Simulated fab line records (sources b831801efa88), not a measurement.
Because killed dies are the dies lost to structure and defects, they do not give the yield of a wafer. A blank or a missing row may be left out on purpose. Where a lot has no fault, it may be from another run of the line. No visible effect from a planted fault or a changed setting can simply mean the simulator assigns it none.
fab line records    flow gf180mcu
record lots=14  wafers=42  last_day=34
route steps=602 shown MIM@514 M5@533 V5@566 TOP_METAL@580
lots with no fault: from the same line, run without faults
start_h: hours from the record's first day to the start of the lot's first wafer shown    wait_h: how many hours have passed since the lot's step before this one    " same as the row above    L1.1+2: a row that stands for several wafers    - no value, or no start given    * or withheld: withheld    < > ~ a bound
route shown NAME@n: names a module that has steps shown in the file, with the first one's number in the route    usual: mean/standard deviation of fault-free wafers    same: alike in all rows    chamber/n: place in a boat    sites: each site's reading    _std_site: standard deviation of those values    _edge_site: inner sites' mean taken away from outer sites' mean    radius_mm: for every site, how far away it sits from the centre of the wafer    mask NAME#n: copy n    behind: tool/chamber where the wafer was last shaped    hold: cause of the lot's hold/its duration in hours/its outcome    device: transistor that didn't switch, given as n, p or np    end of line: the route-end tests of the same wafers    for a step that has no rows: nothing shown but its recipe    killed: the dies lost at the first sort to structure and to defects; this is not the yield of the wafer    map: shows each die of a wafer: x if killed, . if not, _ if none is there
set.NAME: setting as actually run; set.NAME@STEP: the setting as run at that earlier step    model.NAME: the simulator's own value behind a step, which no gauge read
route steps across a sampled set of lots; one table per step, one row per wafer
services: from which hour (start_h, from the record's first day; less than 0 if before it) a tool's chamber was out of use, for how many hours, and why
## steps
# step GF_MIM_THK_MEAS_11
# recipe thk_meas_gauge=xrf  reads=AlCu_of_MIM_SPUTTER_08
# usual MIM_ALCU_THK=198/3.1
lot.wafer  tool           chamber  start_h  wait_h  MIM_ALCU_THK[nm]
L564.3     film_metro-04  -        570.79   0.1     201
L564.5     "              -        "        "       201
L564.6     "              -        "        "       203
L566.1     film_metro-04  -        583.12   0.1     199
L566.2     "              -        "        "       206
L566.4     "              -        "        "       202
L567.1     film_metro-01  -        584.04   0.1     202
L567.2     "              -        "        "       204
L567.3     "              -        "        "       201
L570.1     film_metro-02  -        621.01   0.1     190
L570.4     "              -        "        "       194
L570.5     "              -        "        "       194
L571.1     film_metro-01  -        634.07   0.1     196
L571.3     "              -        "        "       197
L571.4     "              -        "        "       195
L576.3     film_metro-02  -        666.01   0.1     194
L576.5     "              -        "        "       191
L576.6     "              -        "        "       194
L577.3     film_metro-02  -        669.50   0.1     197
L577.5     "              -        "        "       197
L577.6     "              -        "        "       198
L579.1     film_metro-02  -        680.33   0.1     197
L579.5     "              -        "        "       200
L579.6     "              -        "        "       197
L578.1     film_metro-04  -        682.87   0.1     197
L578.4     "              -        "        "       198
L578.6     "              -        "        "       198
L580.1     film_metro-04  -        687.32   0.1     198
L580.3     "              -        "        "       198
L580.5     "              -        "        "       198
L581.3     film_metro-04  -        695.34   0.1     194
L581.4     "              -        "        "       196
L581.6     "              -        "        "       196
L585.1     film_metro-02  -        717.56   0.1     194
L585.4     "              -        "        "       195
L585.6     "              -        "        "       194
L586.3     film_metro-04  -        720.93   0.1     200
L586.4     "              -        "        "       200
L586.5     "              -        "        "       200
L587.2     film_metro-02  -        727.31   0.1     193
L587.4     "              -        "        "       192
L587.5     "              -        "        "       193
# step GF_M5_CD_MEAS_07
# recipe target_cd_nm=280
# usual cd_nm=280.1/1.3
lot.wafer  tool       chamber  start_h  wait_h  cd_nm
L564.3     cd_sem-01  -        612.96   0.1     279.8
L564.5     "          -        "        "       281.5
L564.6     "          -        "        "       280.5
L566.1     cd_sem-01  -        624.97   0.1     278.9
L566.2     "          -        "        "       279.2
L566.4     "          -        "        "       279.3
L567.1     cd_sem-02  -        625.32   0.1     281.5
L567.2     "          -        "        "       280.9
L567.3     "          -        "        "       281.6
L570.1     cd_sem-01  -        660.97   0.1     279.3
L570.4     "          -        "        "       280.2
L570.5     "          -        "        "       279.2
L571.1     cd_sem-01  -        673.18   0.1     280.9
L571.3     "          -        "        "       281.8
L571.4     "          -        "        "       282.4
L576.3     cd_sem-01  -        703.25   0.1     279.7
L576.5     "          -        "        "       280.9
L576.6     "          -        "        "       279.9
L577.3     cd_sem-02  -        707.97   0.1     281.6
L577.5     "          -        "        "       282.2
L577.6     "          -        "        "       282.1
L579.1     cd_sem-02  -        717.61   0.1     281.5
L579.5     "          -        "        "       281.7
L579.6     "          -        "        "       282.5
L578.1     cd_sem-02  -        720.05   0.1     280.0
L578.4     "          -        "        "       280.2
L578.6     "          -        "        "       280.7
L580.1     cd_sem-02  -        723.21   0.1     280.8
L580.3     "          -        "        "       280.2
L580.5     "          -        "        "       281.2
L581.3     cd_sem-02  -        731.79   0.1     281.0
L581.4     "          -        "        "       280.1
L581.6     "          -        "        "       280.0
L585.1     cd_sem-01  -        752.23   0.1     277.8
L585.4     "          -        "        "       279.3
L585.6     "          -        "        "       280.5
L586.3     cd_sem-01  -        755.47   0.1     280.0
L586.4     "          -        "        "       279.8
L586.5     "          -        "        "       279.1
L587.2     cd_sem-01  -        761.02   0.1     282.0
L587.4     "          -        "        "       280.8
L587.5     "          -        "        "       282.1
# step GF_V5_CMP_26
# recipe stop_on=SiO2  down_force_psi=3.5  platen_rpm=60  t_overpolish_s=15  target_thk_nm=0  pad_velocity_m_s=0.94248
# usual motor_current_A=10.8/0.72  overpolish_run_s=15.000/0.009  time_to_endpoint_s=85/3.1
lot.wafer  tool    chamber  start_h  wait_h  motor_current_A  overpolish_run_s  time_to_endpoint_s
L564.3     cmp-02  1        636.24   0.0     10.2             15.005            78
L564.5     "       1        "        "       9.8              15.012            83
L564.6     "       2        "        "       10.3             14.998            81
L567.3     cmp-02  0        648.43   0.0     11.5             15.008            82
L567.2     "       1        "        "       10.7             14.992            81
L567.1     "       2        "        "       9.8              15.007            79
L566.4     cmp-01  1        648.47   0.1     11.0             15.016            84
L566.2     "       2        "        "       10.6             14.996            83
L566.1     "       3        "        "       11.5             15.005            84
L570.4     cmp-02  0        682.69   0.0     11.5             15.004            86
L570.1     "       3        "        "       12.1             14.989            88
L570.5     "       1        "        "       10.1             14.999            90
L571.3     cmp-01  3        695.09   0.0     11.2             15.007            89
L571.4     "       0        "        "       10.7             14.993            89
L571.1     "       2        "        "       11.0             14.995            83
L576.3     cmp-02  3        725.02   0.2     11.6             15.004            81
L576.6     "       2        "        "       9.8              15.008            83
L576.5     "       3        "        "       11.2             14.994            85
L577.3     cmp-02  1        728.10   0.1     10.1             15.003            82
L577.6     "       3        "        "       11.4             15.006            86
L577.5     "       0        "        "       12.0             15.009            83
L579.1     cmp-02  3        737.72   0.2     11.3             15.017            88
L579.6     "       0        "        "       11.6             15.002            84
L579.5     "       1        "        "       9.9              15.006            87
L578.4     cmp-02  3        740.22   0.1     11.3             15.002            82
L578.1     "       1        "        "       9.5              15.002            81
L578.6     "       3        "        "       11.0             14.984            82
L580.3     cmp-02  1        743.22   0.0     10.7             15.024            82
L580.1     "       0        "        "       12.0             14.981            86
L580.5     "       2        "        "       10.2             14.991            86
L581.4     cmp-02  1        751.32   0.1     9.8              14.997            84
L581.3     "       2        "        "       10.0             14.987            82
L581.6     "       0        "        "       11.4             15.006            83
L585.1     cmp-02  2        771.36   0.1     10.2             15.001            86
L585.4     "       3        "        "       11.1             14.993            85
L585.6     "       1        "        "       10.3             15.003            83
L586.4     cmp-02  2        774.62   0.0     9.5              15.003            84
L586.3     "       0        "        "       11.3             15.000            85
L586.5     "       2        "        "       10.4             15.011            85
L587.2     cmp-01  2        779.77   0.1     10.5             15.011            84
L587.4     "       3        "        "       11.8             14.996            89
L587.5     "       1        "        "       11.5             15.000            82
# step GF_TOP_METAL_DEVELOP_13
# recipe develop_time_s=60  dev_temp_c=23
# usual chill_plate_temp_C=22.98/0.12  develop_time_s=60/0
lot.wafer  tool            chamber  start_h  wait_h  chill_plate_temp_C  develop_time_s
L564.3     litho_track-03  0        656.36   0.1     22.89               60
L564.5     "               0        "        "       22.90               60
L564.6     "               0        "        "       23.03               60
L566.1     litho_track-01  0        667.88   0.1     22.85               60
L566.2     "               0        "        "       22.91               60
L566.4     "               0        "        "       22.88               60
L567.1     litho_track-02  0        668.05   0.1     22.93               60
L567.2     "               0        "        "       22.80               60
L567.3     "               0        "        "       22.84               60
L570.1     litho_track-02  -        701.75   0.1     -                   -
L570.4     "               -        "        "       -                   -
L570.5     "               -        "        "       -                   -
L571.1     litho_track-01  -        714.13   0.1     -                   -
L571.3     "               -        "        "       -                   -
L571.4     "               -        "        "       -                   -
L576.3     litho_track-01  0        742.93   0.1     23.09               60
L576.5     "               0        "        "       23.09               60
L576.6     "               0        "        "       23.02               60
L577.3     litho_track-03  0        746.10   0.1     23.13               60
L577.5     "               0        "        "       23.06               60
L577.6     "               0        "        "       23.06               60
L579.1     litho_track-02  0        754.85   0.1     22.92               60
L579.5     "               0        "        "       22.92               60
L579.6     "               0        "        "       22.72               60
L578.1     litho_track-01  0        756.88   0.1     23.14               60
L578.4     "               0        "        "       23.10               60
L578.6     "               0        "        "       23.16               60
L580.1     litho_track-03  0        760.40   0.1     23.04               60
L580.3     "               0        "        "       22.87               60
L580.5     "               0        "        "       22.90               60
L581.3     litho_track-01  0        768.03   0.1     22.98               60
L581.4     "               0        "        "       23.16               60
L581.6     "               0        "        "       22.99               60
L585.1     litho_track-01  0        786.93   0.1     22.82               60
L585.4     "               0        "        "       23.04               60
L585.6     "               0        "        "       22.94               60
L586.3     litho_track-01  0        790.18   0.1     22.98               60
L586.4     "               0        "        "       22.83               60
L586.5     "               0        "        "       22.83               60
L587.2     litho_track-03  0        795.23   0.1     23.01               60
L587.4     "               0        "        "       23.02               60
L587.5     "               0        "        "       22.94               60
## services
tool    chamber  start_h  hours  kind
cmp-02  -        651.15   5.9    pm
cmp-01  -        658.20   16.0   pm
cmp-02  -        661.93   0.9    repair
cmp-01  -        697.48   3.6    repair
cmp-02  -        716.29   2.9    repair
cmp-01  -        745.54   4.0    pm
cmp-01  -        749.54   -      consumable_replace:conditioner
cmp-01  -        749.54   -      consumable_replace:pad
cmp-02  -        775.30   2.8    repair
cmp-01  -        782.46   5.0    pm
## key
first_sign step=GF_TOP_METAL_DEVELOP_13  reading=tool_record  direction=missing
effect none on later readings
met_at GF_TOP_METAL_DEVELOP_13
struck_lots L570,L571
later_rows_left_out L570.1,L570.4,L570.5,L571.1,L571.3,L571.4
sort_left_out L570.1,L570.4,L570.5,L571.1,L571.3,L571.4
not_acting_at GF_MIM_THK_MEAS_11,GF_M5_CD_MEAS_07,GF_V5_CMP_26
onset_between 668.05 701.75
fault kind=skipped_step_whole  tool=litho_track-01,litho_track-02  chamber=-  onset_h=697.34  steps=GF_TOP_METAL_DEVELOP_13  scope=struck_lots_only
# sort_left_out: the simulated sort isn't trusted on such a fault, so these wafers' sort isn't shown, and their yield isn't known
# later_rows_left_out: the simulator's readings of these wafers behind a module that went badly wrong aren't trusted and aren't shown, but for the sort
